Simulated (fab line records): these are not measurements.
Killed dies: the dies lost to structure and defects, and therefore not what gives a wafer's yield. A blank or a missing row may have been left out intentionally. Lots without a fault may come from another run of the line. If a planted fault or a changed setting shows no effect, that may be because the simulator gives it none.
fab line records	flow gf180mcu
[record] lots = 24	wafers = 72	lastDay = 34
route steps=602 shown LVPWELL@138 M2@364 M3@423 M5@533 V5@542
lots that met no fault: taken from a fault-free run of the same line
startH: hours from the record's opening day to when the first of the lot's shown wafers began	waitH: hours elapsed since this lot's preceding step	" same as the row above	L1.1+2: a single row standing in for several wafers	- no value, or no start was given	* or withheld: withheld	< > ~ a bound
route shown NAME@n: names a module that has steps shown in the file, with the first one's number in the route	usual: mean and standard deviation over wafers with no fault	same: alike in all rows	chamber/n: place in a boat	sites: per-site readings	_std_site: standard deviation of those values	_edge_site: outer sites' mean less inner sites'	radiusMm: how far each site lies from the wafer's centre	mask NAME#n: copy n	behind: the tool/chamber that last shaped the wafer	hold: what put the lot on hold/how long, in hours/how the hold closed	device: the transistor (n, p or np) that didn't switch	end of line: the same wafers' tests at the end of the route	a step given without rows: its recipe and nothing more	killed: the dies lost at the first sort to structure and to defects; this is not the yield of the wafer	map: shows each die of a wafer: x if killed, . if not, _ if none is there
set.NAME: the run value of the setting; set.NAME@STEP: its run value at that earlier step	model.NAME: the simulator's own value behind a step, which no gauge read
a sample of lots followed through the steps of the route, with each step as a table and each wafer as a row
services: the hour from which a tool's chamber was out of use, counted from the record's first day as startH (under 0 if before that day), plus the number of hours and why
[[steps]]
[step GF_VT_IMPLANT_RS_MEAS_48]
[recipe] thkMeasGauge = four-point-probe
[usual] LVPWELL_RS = 1194.9/2.8
lot.wafer	tool	chamber	startH	waitH	LVPWELL_RS[ohm/sq]
L074.1	filmMetro-03	-	158.24	0.1	1197.7
L074.3	"	-	"	"	1197.9
L074.6	"	-	"	"	1199.6
L075.1	filmMetro-01	-	163.99	0.1	1197.3
L075.4	"	-	"	"	1194.8
L075.6	"	-	"	"	1197.0
L076.1	filmMetro-02	-	169.29	0.1	1194.3
L076.3	"	-	"	"	1192.4
L076.6	"	-	"	"	1193.5
L077.3	filmMetro-01	-	176.04	0.1	1192.5
L077.4	"	-	"	"	1195.9
L077.5	"	-	"	"	1195.3
L078.1	filmMetro-03	-	181.75	0.1	1193.3
L078.5	"	-	"	"	1193.1
L078.6	"	-	"	"	1193.7
L079.4	filmMetro-01	-	188.80	0.1	1195.7
L079.5	"	-	"	"	1195.2
L079.6	"	-	"	"	1196.9
L080.1	filmMetro-01	-	197.21	0.1	1192.4
L080.5	"	-	"	"	1192.0
L080.6	"	-	"	"	1193.7
L081.3	filmMetro-02	-	203.23	0.1	1191.7
L081.4	"	-	"	"	1195.5
L081.5	"	-	"	"	1192.6
L082.2	filmMetro-02	-	210.78	0.1	1191.9
L082.3	"	-	"	"	1193.5
L082.4	"	-	"	"	1193.3
L083.1	filmMetro-01	-	221.64	0.1	1194.6
L083.3	"	-	"	"	1196.4
L083.4	"	-	"	"	1195.2
L084.2	filmMetro-02	-	234.76	0.1	1193.9
L084.4	"	-	"	"	1192.4
L084.5	"	-	"	"	1191.8
L085.1	filmMetro-01	-	238.21	0.1	1189.9
L085.3	"	-	"	"	1194.1
L085.4	"	-	"	"	1194.1
L086.1	filmMetro-02	-	242.75	0.1	1191.6
L086.4	"	-	"	"	1192.3
L086.6	"	-	"	"	1192.6
L087.1	filmMetro-01	-	248.01	0.1	1193.7
L087.3	"	-	"	"	1192.6
L087.6	"	-	"	"	1196.2
L088.1	filmMetro-02	-	252.71	0.1	1195.1
L088.2	"	-	"	"	1197.7
L088.4	"	-	"	"	1196.0
L089.4	filmMetro-01	-	260.87	0.1	1193.9
L089.5	"	-	"	"	1194.6
L089.6	"	-	"	"	1195.1
L090.2	filmMetro-02	-	268.23	0.1	1194.8
L090.3	"	-	"	"	1194.4
L090.5	"	-	"	"	1197.1
L091.4	filmMetro-02	-	274.81	0.1	1193.7
L091.5	"	-	"	"	1194.9
L091.6	"	-	"	"	1192.3
L092.1	filmMetro-03	-	279.16	0.1	1202.0
L092.3	"	-	"	"	1202.4
L092.4	"	-	"	"	1200.8
L093.1	filmMetro-02	-	286.00	0.1	1193.3
L093.2	"	-	"	"	1195.1
L093.4	"	-	"	"	1191.0
L094.1	filmMetro-02	-	290.97	0.1	1193.8
L094.2	"	-	"	"	1200.3
L094.4	"	-	"	"	1196.2
L095.1	filmMetro-01	-	298.05	0.1	1195.4
L095.2	"	-	"	"	1196.0
L095.3	"	-	"	"	1195.2
L096.2	filmMetro-03	-	302.92	0.1	1196.9
L096.4	"	-	"	"	1196.9
L096.6	"	-	"	"	1195.1
L097.2	filmMetro-03	-	315.59	0.1	1197.4
L097.4	"	-	"	"	1194.5
L097.5	"	-	"	"	1199.7
[step GF_M2_SPUTTER_02]
[recipe] material = AlCu	targetThkNm = 450	powerW = 10600	timeS = 23.9	chamberPressurePa = 0.4
[usual] throttleValvePct = 29.8/1
lot.wafer	tool	chamber	startH	waitH	throttleValvePct
L074.1	pvdSputter-04	-	415.29	0.0	30.7
L074.3	"	-	"	"	30.4
L074.6	"	-	"	"	29.6
L075.1	pvdSputter-04	-	418.97	0.0	30.0
L075.4	"	-	"	"	30.7
L075.6	"	-	"	"	30.5
L076.1	pvdSputter-04	-	427.98	0.0	29.6
L076.3	"	-	"	"	30.2
L076.6	"	-	"	"	30.0
L077.3	pvdSputter-03	-	437.95	0.0	31.7
L077.4	"	-	"	"	28.8
L077.5	"	-	"	"	27.7
L078.1	pvdSputter-01	-	445.00	0.0	29.5
L078.5	"	-	"	"	29.4
L078.6	"	-	"	"	29.3
L079.4	pvdSputter-03	-	454.99	0.0	29.1
L079.5	"	-	"	"	31.6
L079.6	"	-	"	"	32.0
L080.1	pvdSputter-01	-	468.81	0.0	29.5
L080.5	"	-	"	"	29.2
L080.6	"	-	"	"	29.3
L081.3	pvdSputter-04	-	478.29	0.0	30.6
L081.4	"	-	"	"	29.5
L081.5	"	-	"	"	30.8
L082.2	pvdSputter-01	-	486.19	0.0	29.6
L082.3	"	-	"	"	29.7
L082.4	"	-	"	"	29.5
L083.1	pvdSputter-01	-	508.61	0.0	29.3
L083.3	"	-	"	"	29.3
L083.4	"	-	"	"	29.1
L084.2	pvdSputter-04	-	515.86	0.0	30.4
L084.4	"	-	"	"	29.6
L084.5	"	-	"	"	29.7
L085.1	pvdSputter-03	-	519.97	0.0	31.5
L085.3	"	-	"	"	29.2
L085.4	"	-	"	"	27.9
L086.1	pvdSputter-01	-	529.10	0.0	29.8
L086.4	"	-	"	"	29.1
L086.6	"	-	"	"	29.9
L087.1	pvdSputter-03	-	536.37	0.0	31.8
L087.3	"	-	"	"	29.1
L087.6	"	-	"	"	31.5
L088.1	pvdSputter-01	-	537.01	0.0	29.4
L088.2	"	-	"	"	30.1
L088.4	"	-	"	"	29.1
L089.4	pvdSputter-01	-	550.66	0.0	29.1
L089.5	"	-	"	"	29.2
L089.6	"	-	"	"	29.4
L090.2	pvdSputter-01	-	562.28	0.0	29.1
L090.3	"	-	"	"	29.8
L090.5	"	-	"	"	29.3
L091.4	pvdSputter-01	-	563.94	0.0	29.4
L091.5	"	-	"	"	29.1
L091.6	"	-	"	"	29.6
L092.1	pvdSputter-03	-	569.61	0.0	28.9
L092.3	"	-	"	"	31.5
L092.4	"	-	"	"	31.8
L093.1	pvdSputter-03	-	575.23	0.0	27.9
L093.2	"	-	"	"	31.5
L093.4	"	-	"	"	29.0
L094.1	pvdSputter-01	-	581.38	0.0	29.3
L094.2	"	-	"	"	29.6
L094.4	"	-	"	"	29.3
L095.1	pvdSputter-03	-	590.24	0.0	27.8
L095.2	"	-	"	"	31.9
L095.3	"	-	"	"	29.3
L096.2	pvdSputter-03	-	596.11	0.0	28.9
L096.4	"	-	"	"	31.6
L096.6	"	-	"	"	29.0
L097.2	pvdSputter-04	-	607.74	0.0	29.7
L097.4	"	-	"	"	29.8
L097.5	"	-	"	"	30.6
[step GF_M3_CD_MEAS_14]
[recipe] targetCdNm = 280
[usual] cdNm = 280.2/1.3
lot.wafer	tool	chamber	startH	waitH	cdNm
L074.1	cdSem-01	-	491.27	0.1	280.8
L074.3	"	-	"	"	280.2
L074.6	"	-	"	"	280.0
L075.1	cdSem-02	-	494.57	0.1	280.9
L075.4	"	-	"	"	280.8
L075.6	"	-	"	"	281.9
L076.1	cdSem-02	-	503.57	0.1	280.3
L076.3	"	-	"	"	279.9
L076.6	"	-	"	"	280.6
L077.3	cdSem-02	-	512.01	0.1	279.6
L077.4	"	-	"	"	277.8
L077.5	"	-	"	"	279.6
L078.1	cdSem-01	-	522.77	0.1	281.2
L078.5	"	-	"	"	280.7
L078.6	"	-	"	"	281.2
L079.4	cdSem-01	-	529.48	0.1	281.7
L079.5	"	-	"	"	282.3
L079.6	"	-	"	"	281.5
L080.1	cdSem-02	-	543.05	0.1	280.3
L080.5	"	-	"	"	279.2
L080.6	"	-	"	"	279.8
L081.3	cdSem-01	-	550.84	0.1	280.0
L081.4	"	-	"	"	279.6
L081.5	"	-	"	"	280.0
L082.2	cdSem-02	-	558.58	0.1	279.5
L082.3	"	-	"	"	280.2
L082.4	"	-	"	"	281.6
L083.1	cdSem-01	-	578.05	0.1	280.3
L083.3	"	-	"	"	279.7
L083.4	"	-	"	"	280.4
L084.2	cdSem-02	-	584.78	0.1	278.7
L084.4	"	-	"	"	278.6
L084.5	"	-	"	"	279.2
L085.1	cdSem-01	-	589.85	0.1	280.8
L085.3	"	-	"	"	280.3
L085.4	"	-	"	"	282.8
L086.1	cdSem-02	-	598.50	0.1	281.4
L086.4	"	-	"	"	279.7
L086.6	"	-	"	"	280.1
L087.1	cdSem-02	-	604.90	0.1	277.5
L087.3	"	-	"	"	278.1
L087.6	"	-	"	"	277.5
L088.1	cdSem-02	-	605.25	0.1	282.1
L088.2	"	-	"	"	281.5
L088.4	"	-	"	"	281.8
L089.4	cdSem-01	-	617.48	0.1	277.8
L089.5	"	-	"	"	277.0
L089.6	"	-	"	"	278.1
L090.2	cdSem-01	-	628.32	0.1	278.3
L090.3	"	-	"	"	277.7
L090.5	"	-	"	"	278.1
L091.4	cdSem-02	-	629.81	0.1	279.9
L091.5	"	-	"	"	281.3
L091.6	"	-	"	"	280.0
L092.1	cdSem-01	-	634.87	0.1	279.8
L092.3	"	-	"	"	279.6
L092.4	"	-	"	"	280.1
L093.1	cdSem-02	-	641.35	0.1	279.4
L093.2	"	-	"	"	278.7
L093.4	"	-	"	"	281.6
L094.1	cdSem-01	-	646.84	0.1	280.4
L094.2	"	-	"	"	280.2
L094.4	"	-	"	"	279.7
L095.1	cdSem-01	-	654.16	0.1	282.0
L095.2	"	-	"	"	281.8
L095.3	"	-	"	"	280.5
L096.2	cdSem-02	-	659.38	0.1	282.0
L096.4	"	-	"	"	282.9
L096.6	"	-	"	"	282.7
L097.2	cdSem-01	-	669.96	0.1	280.4
L097.4	"	-	"	"	280.4
L097.5	"	-	"	"	281.3
[step GF_M3_OVL_MEAS_15]
[usual] M3_OVL = 1/4.8
lot.wafer	tool	chamber	startH	waitH	M3_OVL[nm]
L074.1	overlay-01	-	491.39	0.1	2
L074.3	"	-	"	"	8
L074.6	"	-	"	"	10
L075.1	overlay-01	-	494.69	0.1	8
L075.4	"	-	"	"	-5
L075.6	"	-	"	"	5
L076.1	overlay-02	-	503.69	0.1	3
L076.3	"	-	"	"	5
L076.6	"	-	"	"	3
L077.3	overlay-02	-	512.10	0.1	4
L077.4	"	-	"	"	4
L077.5	"	-	"	"	3
L078.1	overlay-01	-	522.89	0.1	-3
L078.5	"	-	"	"	3
L078.6	"	-	"	"	-1
L079.4	overlay-01	-	529.56	0.1	0
L079.5	"	-	"	"	4
L079.6	"	-	"	"	3
L080.1	overlay-02	-	543.21	0.1	3
L080.5	"	-	"	"	6
L080.6	"	-	"	"	14
L081.3	overlay-01	-	550.93	0.1	1
L081.4	"	-	"	"	0
L081.5	"	-	"	"	-3
L082.2	overlay-02	-	558.69	0.1	2
L082.3	"	-	"	"	3
L082.4	"	-	"	"	4
L083.1	overlay-02	-	578.17	0.1	-4
L083.3	"	-	"	"	-3
L083.4	"	-	"	"	-8
L084.2	overlay-01	-	584.89	0.1	4
L084.4	"	-	"	"	3
L084.5	"	-	"	"	-3
L085.1	overlay-01	-	589.97	0.1	1
L085.3	"	-	"	"	-3
L085.4	"	-	"	"	3
L086.1	overlay-02	-	598.62	0.1	4
L086.4	"	-	"	"	-3
L086.6	"	-	"	"	-2
L087.1	overlay-01	-	605.02	0.1	-1
L087.3	"	-	"	"	5
L087.6	"	-	"	"	4
L088.1	overlay-02	-	605.37	0.1	2
L088.2	"	-	"	"	3
L088.4	"	-	"	"	1
L089.4	overlay-02	-	617.55	0.1	1
L089.5	"	-	"	"	-5
L089.6	"	-	"	"	-2
L090.2	overlay-01	-	628.42	0.1	5
L090.3	"	-	"	"	-4
L090.5	"	-	"	"	4
L091.4	overlay-02	-	629.88	0.1	-4
L091.5	"	-	"	"	4
L091.6	"	-	"	"	4
L092.1	overlay-01	-	634.99	0.1	7
L092.3	"	-	"	"	2
L092.4	"	-	"	"	4
L093.1	overlay-02	-	641.47	0.1	0
L093.2	"	-	"	"	5
L093.4	"	-	"	"	3
L094.1	overlay-02	-	646.96	0.1	0
L094.2	"	-	"	"	1
L094.4	"	-	"	"	2
L095.1	overlay-01	-	654.28	0.1	-5
L095.2	"	-	"	"	2
L095.3	"	-	"	"	-4
L096.2	overlay-01	-	659.49	0.1	7
L096.4	"	-	"	"	14
L096.6	"	-	"	"	4
L097.2	overlay-01	-	670.07	0.1	-9
L097.4	"	-	"	"	-7
L097.5	"	-	"	"	0
[step GF_M5_CD_MEAS_07]
[recipe] targetCdNm = 280
[usual] cdNm = 280.2/1.3
lot.wafer	tool	chamber	startH	waitH	cdNm
L074.1	cdSem-02	-	610.02	0.1	279.6
L074.3	"	-	"	"	279.6
L074.6	"	-	"	"	280.2
L075.1	cdSem-01	-	611.95	0.1	278.8
L075.4	"	-	"	"	279.5
L075.6	"	-	"	"	279.8
L076.1	cdSem-02	-	620.75	0.1	279.5
L076.3	"	-	"	"	278.4
L076.6	"	-	"	"	278.0
L077.3	cdSem-02	-	627.71	0.1	281.0
L077.4	"	-	"	"	281.3
L077.5	"	-	"	"	281.9
L078.1	cdSem-01	-	636.75	0.1	280.1
L078.5	"	-	"	"	279.5
L078.6	"	-	"	"	280.8
L079.4	cdSem-01	-	642.71	0.1	281.6
L079.5	"	-	"	"	282.0
L079.6	"	-	"	"	282.0
L080.1	cdSem-01	-	653.79	0.2	278.8
L080.5	"	-	"	"	278.9
L080.6	"	-	"	"	277.3
L081.3	cdSem-01	-	661.73	0.1	281.6
L081.4	"	-	"	"	281.4
L081.5	"	-	"	"	280.3
L082.2	cdSem-01	-	667.36	0.1	279.6
L082.3	"	-	"	"	279.2
L082.4	"	-	"	"	278.4
L083.1	cdSem-01	-	684.51	0.1	280.6
L083.3	"	-	"	"	280.8
L083.4	"	-	"	"	280.6
L084.2	cdSem-02	-	690.78	0.1	281.4
L084.4	"	-	"	"	280.6
L084.5	"	-	"	"	279.9
L085.1	cdSem-02	-	695.36	0.1	282.2
L085.3	"	-	"	"	282.1
L085.4	"	-	"	"	282.1
L086.1	cdSem-02	-	703.32	0.1	281.0
L086.4	"	-	"	"	280.3
L086.6	"	-	"	"	280.8
L087.1	cdSem-02	-	707.61	0.1	280.4
L087.3	"	-	"	"	279.8
L087.6	"	-	"	"	280.7
L088.1	cdSem-02	-	709.17	0.1	281.0
L088.2	"	-	"	"	278.7
L088.4	"	-	"	"	279.9
L089.4	cdSem-02	-	720.53	0.1	281.9
L089.5	"	-	"	"	280.3
L089.6	"	-	"	"	281.9
L090.2	cdSem-02	-	729.41	0.1	281.1
L090.3	"	-	"	"	281.0
L090.5	"	-	"	"	280.0
L091.4	cdSem-01	-	729.80	0.1	276.7
L091.5	"	-	"	"	276.8
L091.6	"	-	"	"	277.2
L092.1	cdSem-02	-	734.34	0.1	281.1
L092.3	"	-	"	"	281.3
L092.4	"	-	"	"	280.8
L093.1	cdSem-01	-	740.16	0.1	279.3
L093.2	"	-	"	"	279.1
L093.4	"	-	"	"	280.6
L094.1	cdSem-01	-	745.59	0.1	280.8
L094.2	"	-	"	"	282.2
L094.4	"	-	"	"	281.2
L095.1	cdSem-01	-	751.57	0.1	279.2
L095.2	"	-	"	"	280.8
L095.3	"	-	"	"	280.6
L096.2	cdSem-02	-	755.49	0.1	277.4
L096.4	"	-	"	"	279.4
L096.6	"	-	"	"	278.6
L097.2	cdSem-02	-	766.74	0.1	279.3
L097.4	"	-	"	"	280.7
L097.5	"	-	"	"	279.9
[step GF_V5_CVD_02]
[recipe] material = SiO2	targetThkNm = 1450	precursor = TEOS	tempC = 400	timeS = 163.28	rfW = 600
[usual] heaterPowerW = 654/98
lot.wafer	tool	chamber	startH	waitH	heaterPowerW
L074.1	pecvd-01	2	611.06	0.1	510
L074.3	"	0	"	"	653
L074.6	"	0	"	"	705
L075.1	pecvd-01	0	613.40	0.1	629
L075.4	"	0	"	"	680
L075.6	"	1	"	"	721
L076.1	pecvd-04	1	621.71	0.1	787
L076.3	"	0	"	"	617
L076.6	"	1	"	"	834
L077.3	pecvd-01	2	628.60	0.0	541
L077.4	"	1	"	"	749
L077.5	"	0	"	"	546
L078.1	pecvd-03	1	637.67	0.1	660
L078.5	"	1	"	"	549
L078.6	"	0	"	"	681
L079.4	pecvd-03	0	643.63	0.1	696
L079.5	"	2	"	"	835
L079.6	"	1	"	"	543
L080.1	pecvd-03	0	654.71	0.1	581
L080.5	"	1	"	"	553
L080.6	"	2	"	"	693
L081.3	pecvd-04	2	662.62	0.0	495
L081.4	"	1	"	"	838
L081.5	"	2	"	"	556
L082.2	pecvd-04	0	668.27	0.0	654
L082.3	"	1	"	"	749
L082.4	"	1	"	"	811
L083.1	pecvd-01	2	685.44	0.1	554
L083.3	"	1	"	"	721
L083.4	"	2	"	"	611
L084.2	pecvd-01	1	691.74	0.0	611
L084.4	"	2	"	"	590
L084.5	"	1	"	"	718
L085.1	pecvd-04	1	696.30	0.1	773
L085.3	"	0	"	"	683
L085.4	"	0	"	"	575
L086.1	pecvd-03	2	704.25	0.1	848
L086.4	"	0	"	"	562
L086.6	"	1	"	"	679
L087.1	pecvd-04	2	708.54	0.1	542
L087.3	"	2	"	"	585
L087.6	"	1	"	"	788
L088.1	pecvd-04	2	710.13	0.1	540
L088.2	"	1	"	"	799
L088.4	"	1	"	"	683
L089.4	pecvd-01	2	721.45	0.1	469
L089.5	"	1	"	"	600
L089.6	"	0	"	"	567
L090.2	pecvd-03	1	730.41	0.0	669
L090.3	"	2	"	"	724
L090.5	"	1	"	"	556
L091.4	pecvd-03	1	731.78	0.1	542
L091.5	"	0	"	"	651
L091.6	"	2	"	"	857
L092.1	pecvd-03	0	735.27	0.1	680
L092.3	"	2	"	"	834
L092.4	"	2	"	"	687
L093.1	pecvd-01	0	741.09	0.1	666
L093.2	"	1	"	"	696
L093.4	"	0	"	"	714
L094.1	pecvd-04	2	746.56	0.1	596
L094.2	"	0	"	"	704
L094.4	"	1	"	"	682
L095.1	pecvd-03	0	752.50	0.1	684
L095.2	"	1	"	"	659
L095.3	"	2	"	"	817
L096.2	pecvd-01	1	756.42	0.0	722
L096.4	"	0	"	"	592
L096.6	"	2	"	"	464
L097.2	pecvd-03	2	767.65	0.0	883
L097.4	"	0	"	"	695
L097.5	"	1	"	"	690
[[services]]
tool	chamber	startH	hours	kind
pecvd-04	2	407.89	4.3	repair
pvdSputter-03	-	414.66	9.9	repair
pecvd-01	-	417.67	1.2	repair
pecvd-03	0	419.69	20.5	repair
pecvd-04	1	434.92	8.3	repair
pecvd-04	-	442.00	5.5	pm
pecvd-01	-	444.11	0.7	repair
pecvd-01	2	498.72	20.6	repair
pecvd-04	0	505.70	22.1	repair
pecvd-03	2	515.20	5.0	repair
pvdSputter-01	-	551.19	1.7	repair
pvdSputter-03	-	551.42	1.7	repair
pecvd-04	1	570.76	4.9	repair
pecvd-04	-	585.84	2.8	repair
pecvd-03	1	586.45	20.0	repair
pecvd-01	-	591.12	14.0	pm
pecvd-03	1	613.35	4.8	repair
pvdSputter-03	-	616.31	3.3	repair
pecvd-03	-	630.45	1.8	repair
pvdSputter-01	-	638.62	2.9	repair
pecvd-03	-	655.16	0.3	repair
pecvd-04	0	701.74	11.3	repair
pecvd-03	1	721.02	4.4	repair
pecvd-03	2	756.09	5.3	repair
[[key]]
fault none
